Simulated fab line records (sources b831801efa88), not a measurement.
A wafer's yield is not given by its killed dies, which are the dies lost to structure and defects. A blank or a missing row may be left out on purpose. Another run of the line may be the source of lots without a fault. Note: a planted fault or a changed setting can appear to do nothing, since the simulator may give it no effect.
One fault seen from 2 desks + flow gf180mcu + each desk holds nothing but its own numbers, with what lay behind them at the end

## THE METROLOGY DESK
Means of the sampled wafers that have a number, per lot and without regard to the tool the lot ran on: this is what the gauges read. A lot is out of limits, marked OUT, if its mean lies more than 4 standard deviations from the usual mean; the brackets give that distance.
Columns: A = M1_ALCU_RS at GF_M1_RS_MEAS_05, usual 0.0694 ohm/sq
| lot  | first seen here | A      |
|------|-----------------|--------|
| L506 | day 17 06:40    | 0.0691 |
| L507 | day 17 07:02    | 0.0694 |
| L508 | day 17 15:35    | 0.0700 |
| L513 | day 19 09:28    | 0.0697 |
| L516 | day 20 16:05    | 0.0687 |
| L517 | day 21 01:27    | 0.0699 |
| L519 | day 21 16:59    | 0.0700 |
| L520 | day 22 03:16    | 0.0691 |
| L523 | day 22 23:01    | 0.0687 |
| L524 | day 23 09:25    | 0.0702 |
| L525 | day 23 17:20    | 0.0691 |
| L526 | day 23 18:25    | 0.0701 |
| L527 | day 24 00:59    | 0.0687 |
Finding of this desk: none of the 13 lots has anything out of limits.

## FOR THE TOOL OWNER'S DESK: litho track-04
The tool's own readings at GF_M1_SOFTBAKE_10 (time 60 s): means of the sampled wafers that have a number, for each lot that ran on this tool. A lot is out of limits, marked OUT, if its mean lies more than 4 standard deviations from the usual mean; the brackets give that distance.
Columns: A = exhaust pa at GF_M1_SOFTBAKE_10, usual 45.3 Pa; B = heater power total W at GF_M1_SOFTBAKE_10, usual 93.05 W; C = plate temp C at GF_M1_SOFTBAKE_10, usual 129.99 C; D = resist line temp C at GF_M1_SOFTBAKE_10, usual 23.03 C
| lot  | first seen here | A    | B               | C                 | D     |
|------|-----------------|------|-----------------|-------------------|-------|
| L506 | day 17 17:53    | 45.8 | 93.06           | 129.88            | 22.98 |
| L513 | day 19 21:29    | 46.2 | 93.79 (+12) OUT | 130.62 (+4.8) OUT | 23.12 |
| L516 | day 21 04:05    | 44.2 | 93.79 (+12) OUT | 130.83 (+6.5) OUT | 23.00 |
| L523 | day 23 10:47    | 45.1 | 93.06           | 130.02            | 22.91 |
| L527 | day 24 11:59    | 46.2 | 93.07           | 130.03            | 22.99 |
This desk finds L513, L516 out of limits, L513 being first, at day 19 21:29 (heater power total W at GF_M1_SOFTBAKE_10). In limits: L506, L523, L527.

## ALL TOGETHER
The tool owner's desk could have raised an alarm at day 19 21:29, on L513, L516.
The metrology desk saw nothing out of limits.
The metrology desk has L513, L516 on record, within its limits.
All the named lots went through GF_M1_SOFTBAKE_10 on litho track-04.

## WHAT THE SIMULATOR HAD INSERTED
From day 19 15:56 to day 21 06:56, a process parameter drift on litho track-04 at GF_M1_SOFTBAKE_10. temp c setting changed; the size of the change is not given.
Shown lots that were struck: L513, L516.
Delay in hours, fault start to first out-of-limits reading, by desk: the tool owner's desk at 6.
